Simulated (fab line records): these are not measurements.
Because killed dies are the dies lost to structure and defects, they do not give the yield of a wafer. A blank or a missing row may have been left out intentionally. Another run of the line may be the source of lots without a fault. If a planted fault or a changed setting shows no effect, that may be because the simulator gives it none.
The tool behind it: which one? :: flow sky130 :: 13 lots with 39 wafers sampled at 2 steps, on a route of 708 steps

## WHAT THE GAUGES SHOWED, per wafer
SKY_LOCAL_INTERCONNECT_THK_MEAS_02: measures by xrf. Usual: LOCAL_INTERCONNECT_TIN_THK gives 99.9 nm (standard deviation 1.3).
lot: L377
measured: day 30 14:46
on: film_metro-01
LOCAL_INTERCONNECT_TIN_THK (nm): 102.2 102.9 102.6
flag: 

lot: L376
measured: day 30 15:36
on: film_metro-02
LOCAL_INTERCONNECT_TIN_THK (nm): 101.1 101.0 101.8
flag: 

lot: L378
measured: day 30 16:02
on: film_metro-01
LOCAL_INTERCONNECT_TIN_THK (nm): 100.6 98.9 99.2
flag: 

lot: L379
measured: day 30 18:10
on: film_metro-02
LOCAL_INTERCONNECT_TIN_THK (nm): 98.6 100.1 99.6
flag: 

lot: L382
measured: day 31 16:44
on: film_metro-03
LOCAL_INTERCONNECT_TIN_THK (nm): 98.8 100.4 100.6
flag: 

lot: L383
measured: day 32 00:27
on: film_metro-01
LOCAL_INTERCONNECT_TIN_THK (nm): 99.2 99.8 99.8
flag: 

lot: L384
measured: day 32 03:55
on: film_metro-02
LOCAL_INTERCONNECT_TIN_THK (nm): 101.0 100.1 100.7
flag: 

lot: L385
measured: day 32 16:49
on: film_metro-02
LOCAL_INTERCONNECT_TIN_THK (nm): 98.7 98.9 98.9
flag: 

lot: L389
measured: day 33 13:43
on: film_metro-03
LOCAL_INTERCONNECT_TIN_THK (nm): 101.0 100.3 100.2
flag: 

lot: L390
measured: day 33 22:02
on: film_metro-02
LOCAL_INTERCONNECT_TIN_THK (nm): 99.6 99.5 99.3
flag: 

lot: L396
measured: day 35 23:33
on: film_metro-01
LOCAL_INTERCONNECT_TIN_THK (nm): 100.9 100.4 100.5
flag: 

lot: L397
measured: day 36 02:49
on: film_metro-03
LOCAL_INTERCONNECT_TIN_THK (nm): 99.5 99.9 99.6
flag: 

lot: L398
measured: day 36 14:49
on: film_metro-01
LOCAL_INTERCONNECT_TIN_THK (nm): 101.4 99.5 101.1
flag: 

## EACH LOT AND THE TOOL THAT RAN IT (in order: tool; ch and the chambers of the sampled wafers; start)
lot: L377
SKY_LOCAL_INTERCONNECT_SPUTTER_00: pvd_sputter-03, day 30 14:34

lot: L376
SKY_LOCAL_INTERCONNECT_SPUTTER_00: pvd_sputter-01, day 30 15:25

lot: L378
SKY_LOCAL_INTERCONNECT_SPUTTER_00: pvd_sputter-03, day 30 15:51

lot: L379
SKY_LOCAL_INTERCONNECT_SPUTTER_00: pvd_sputter-01, day 30 17:59

lot: L382
SKY_LOCAL_INTERCONNECT_SPUTTER_00: pvd_sputter-01, day 31 16:32

lot: L383
SKY_LOCAL_INTERCONNECT_SPUTTER_00: pvd_sputter-01, day 32 00:16

lot: L384
SKY_LOCAL_INTERCONNECT_SPUTTER_00: pvd_sputter-01, day 32 03:44

lot: L385
SKY_LOCAL_INTERCONNECT_SPUTTER_00: pvd_sputter-03, day 32 16:37

lot: L389
SKY_LOCAL_INTERCONNECT_SPUTTER_00: pvd_sputter-02, day 33 13:31

lot: L390
SKY_LOCAL_INTERCONNECT_SPUTTER_00: pvd_sputter-03, day 33 21:49

lot: L396
SKY_LOCAL_INTERCONNECT_SPUTTER_00: pvd_sputter-02, day 35 23:22

lot: L397
SKY_LOCAL_INTERCONNECT_SPUTTER_00: pvd_sputter-01, day 36 02:38

lot: L398
SKY_LOCAL_INTERCONNECT_SPUTTER_00: pvd_sputter-03, day 36 14:37
- SKY_LOCAL_INTERCONNECT_SPUTTER_00: material TiN, target thk 100 nm, time 83.3 s.

## AS READ BY THE TOOLS THEMSELVES (means over the sampled wafers that have a number; for cases with no such wafer, the mark the record gives instead)
SKY_LOCAL_INTERCONNECT_SPUTTER_00. Usual: throttle_valve_pct 30.1 %, standard deviation 0.83.
lot: L377
tool: pvd_sputter-03
throttle_valve_pct (%): 29.8
flag: 

lot: L376
tool: pvd_sputter-01
throttle_valve_pct (%): 30.5
flag: 

lot: L378
tool: pvd_sputter-03
throttle_valve_pct (%): 30.6
flag: 

lot: L379
tool: pvd_sputter-01
throttle_valve_pct (%): 30.2
flag: 

lot: L382
tool: pvd_sputter-01
throttle_valve_pct (%): 30.6
flag: 

lot: L383
tool: pvd_sputter-01
throttle_valve_pct (%): 30.5
flag: 

lot: L384
tool: pvd_sputter-01
throttle_valve_pct (%): 30.4
flag: 

lot: L385
tool: pvd_sputter-03
throttle_valve_pct (%): 28.7
flag: 

lot: L389
tool: pvd_sputter-02
throttle_valve_pct (%): 30.0
flag: 

lot: L390
tool: pvd_sputter-03
throttle_valve_pct (%): 29.4
flag: 

lot: L396
tool: pvd_sputter-02
throttle_valve_pct (%): 29.4
flag: 

lot: L397
tool: pvd_sputter-01
throttle_valve_pct (%): 30.4
flag: 

lot: L398
tool: pvd_sputter-03
throttle_valve_pct (%): 30.0
flag: 

## THE ANSWER, worked out from the rows above alone
Rule: take the mean of a lot's wafers that have a number; if it is more than 3 standard deviations from the usual mean, the lot is off. A lot without any number at a reading at which 4 lots or more have one is off too. Where the step has rows for the other lots, those lots are counted as sound. The gauges are gone through in route order, then the tools' own readings, and for those a lot's mean is taken as printed above. The first step at which some lot is off is used, and at that step the reading that is off furthest; a lot without a number counts as furthest.
Across all readings shown, no lot is off: no conclusion can be drawn from this.

## WHAT THE SIMULATOR PUT IN
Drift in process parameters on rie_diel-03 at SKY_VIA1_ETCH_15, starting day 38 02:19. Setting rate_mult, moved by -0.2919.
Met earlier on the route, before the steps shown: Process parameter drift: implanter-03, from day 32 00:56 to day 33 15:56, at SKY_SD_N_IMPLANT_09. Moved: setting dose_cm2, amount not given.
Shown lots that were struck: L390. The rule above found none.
